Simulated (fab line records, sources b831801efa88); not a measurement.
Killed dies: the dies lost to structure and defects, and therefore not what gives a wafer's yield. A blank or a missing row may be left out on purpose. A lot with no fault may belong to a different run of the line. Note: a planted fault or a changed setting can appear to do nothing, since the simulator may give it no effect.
Which tool was responsible? + flow gf180mcu + Sampling: 12 lots, 36 wafers, 2 of 602 route steps

WHAT THE GAUGES SHOWED, per wafer
GF_V2_RS_MEAS_24: uses a four-point probe to measure.
| lot  | measured     | on            | V2_W_RS (ohm/sq)  |
|------|--------------|---------------|-------------------|
| L075 | day 20 18:17 | film-metro-04 | 0.322 0.334 0.326 |
| L077 | day 21 19:38 | film-metro-04 | 0.328 0.331 0.323 |
| L079 | day 22 07:40 | film-metro-03 | 0.317 0.326 0.324 |
| L081 | day 23 01:44 | film-metro-04 | 0.327 0.333 0.328 |
| L083 | day 23 21:29 | film-metro-03 | 0.325 0.325 0.327 |
| L085 | day 24 15:02 | film-metro-03 | 0.323 0.325 0.322 |
| L087 | day 25 06:07 | film-metro-03 | 0.328 0.329 0.333 |
| L089 | day 25 18:37 | film-metro-04 | 0.325 0.331 0.325 |
| L091 | day 26 09:53 | film-metro-04 | 0.332 0.324 0.330 |
| L093 | day 27 01:47 | film-metro-03 | 0.328 0.326 0.327 |
| L095 | day 27 19:16 | film-metro-04 | 0.322 0.324 0.331 |
| L097 | day 28 01:04 | film-metro-04 | 0.323 0.323 0.325 |

WHAT TOOL EACH LOT RAN ON (gives the tool, then ch and the chambers of the sampled wafers, and finally the start)
| lot  | GF_V2_SPUTTER_21             |
|------|------------------------------|
| L075 | pvd-sputter-03, day 20 18:05 |
| L077 | pvd-sputter-01, day 21 19:24 |
| L079 | pvd-sputter-04, day 22 07:27 |
| L081 | pvd-sputter-03, day 23 01:31 |
| L083 | pvd-sputter-04, day 23 21:07 |
| L085 | pvd-sputter-03, day 24 14:48 |
| L087 | pvd-sputter-04, day 25 05:55 |
| L089 | pvd-sputter-03, day 25 18:25 |
| L091 | pvd-sputter-03, day 26 09:38 |
| L093 | pvd-sputter-03, day 27 01:34 |
| L095 | pvd-sputter-01, day 27 19:03 |
| L097 | pvd-sputter-01, day 28 00:50 |
- GF_V2_SPUTTER_21: material Ti, target thk 15 nm, time 80.02 s.

THE ANSWER, worked out from the rows above alone
Rule: the usual values come from the lots themselves. Put in order of their means at a reading, lots are off if they are a third of the lots or fewer, leave a main group of 4 or more, and stand apart from it by a gap of 3 or more times the standard deviation of the main group's means; of several such gaps the widest counts. A main group whose means are all the same, to the digits that the tables above print for the reading, isn't used. A lot without any number at a reading at which 4 lots or more have one is off too. Where the step has rows for the other lots, those lots are counted as sound.
Across all readings shown, no lot is off: no conclusion can be drawn from this.

WHAT THE SIMULATOR PUT IN
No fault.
